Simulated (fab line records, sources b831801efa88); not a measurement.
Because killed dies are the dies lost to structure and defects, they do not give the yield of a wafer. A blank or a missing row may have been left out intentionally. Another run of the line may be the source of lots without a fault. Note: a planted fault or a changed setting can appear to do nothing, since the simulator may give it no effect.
The same fault as seen by 2 desks -- flow sky130 -- only its own numbers are on each desk; what lay behind them is given at the end

## DESK OF THE TOOL OWNER: rieMetal-01
The tool's own readings at SKY_METAL2_METAL_ETCH_19 (etches the open film in Cl2/BCl3, stops on SiO2, target depth 360 nm, time 78 s): means of the sampled wafers that have a number, for each lot that ran on this tool. If a lot's mean is further than 4 standard deviations from the usual mean, the lot is out of limits and carries the mark OUT (the distance appears in the brackets).
Columns: A = drypumpMotorCurrentA at SKY_METAL2_METAL_ETCH_19, usual 6.1 A; B = mfcCl2Sccm at SKY_METAL2_METAL_ETCH_19, usual 60.00 sccm; C = oesProductAu at SKY_METAL2_METAL_ETCH_19, usual 0.852 a.u.; D = throttleValvePct at SKY_METAL2_METAL_ETCH_19, usual 22.265 %
lot,first seen here,A,B,C,D
L939,day 37 19:48,6.1,60.10,0.888 (+5.7) OUT,22.261
L940,day 38 04:14,6.1,60.06,0.867,22.256
L951,day 41 13:08,6.1,59.97,0.850,22.265
L952,day 41 17:11,6.1,60.12,0.851,22.261
Finding of this desk: L939 out of limits; the first was L939 at day 37 19:48, on oesProductAu at SKY_METAL2_METAL_ETCH_19. Within limits: L940, L951, L952.

## THE METROLOGY DESK
What the gauges read, lot by lot, whatever tool the lot ran on: means of the sampled wafers that have a number. If a lot's mean is further than 4 standard deviations from the usual mean, the lot is out of limits and carries the mark OUT (the distance appears in the brackets).
Columns: A = cdNm at SKY_METAL1_CD_MEAS_15, usual 140.0 nm; B = VIA1_HDPCVD_THK at SKY_VIA1_THK_MEAS_01, usual 1027 nm
lot,first seen here,A,B
L932,day 33 01:34,140.6,1032
L939,day 35 13:13,141.9,1034
L940,day 35 20:08,136.9,1026
L944,day 37 05:13,139.9,1018
L945,day 37 20:22,137.5,1031
L949,day 38 18:01,140.8,1016
L948,day 38 22:38,140.6,1022
L951,day 39 08:23,139.2,1023
L952,day 39 11:48,140.1,1020
L953,day 39 17:45,142.3,1028
L954,day 39 23:35,138.5,1038
This desk's verdict: no lot among the 11 shows anything out of limits.

## TAKEN TOGETHER
At day 37 19:48, on L939, the tool owner's desk was in a position to raise an alarm.
The metrology desk saw nothing out of limits.
The metrology desk has L939 on record, within its limits.
Every lot named ran SKY_METAL2_METAL_ETCH_19 on rieMetal-01.

## WHAT THE SIMULATOR HAD INSERTED
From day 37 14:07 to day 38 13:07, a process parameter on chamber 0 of rieMetal-01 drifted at SKY_METAL2_METAL_ETCH_19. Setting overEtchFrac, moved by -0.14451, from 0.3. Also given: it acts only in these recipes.
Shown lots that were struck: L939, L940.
Delay in hours, fault start to first out-of-limits reading, by desk: the tool owner's desk at 6.
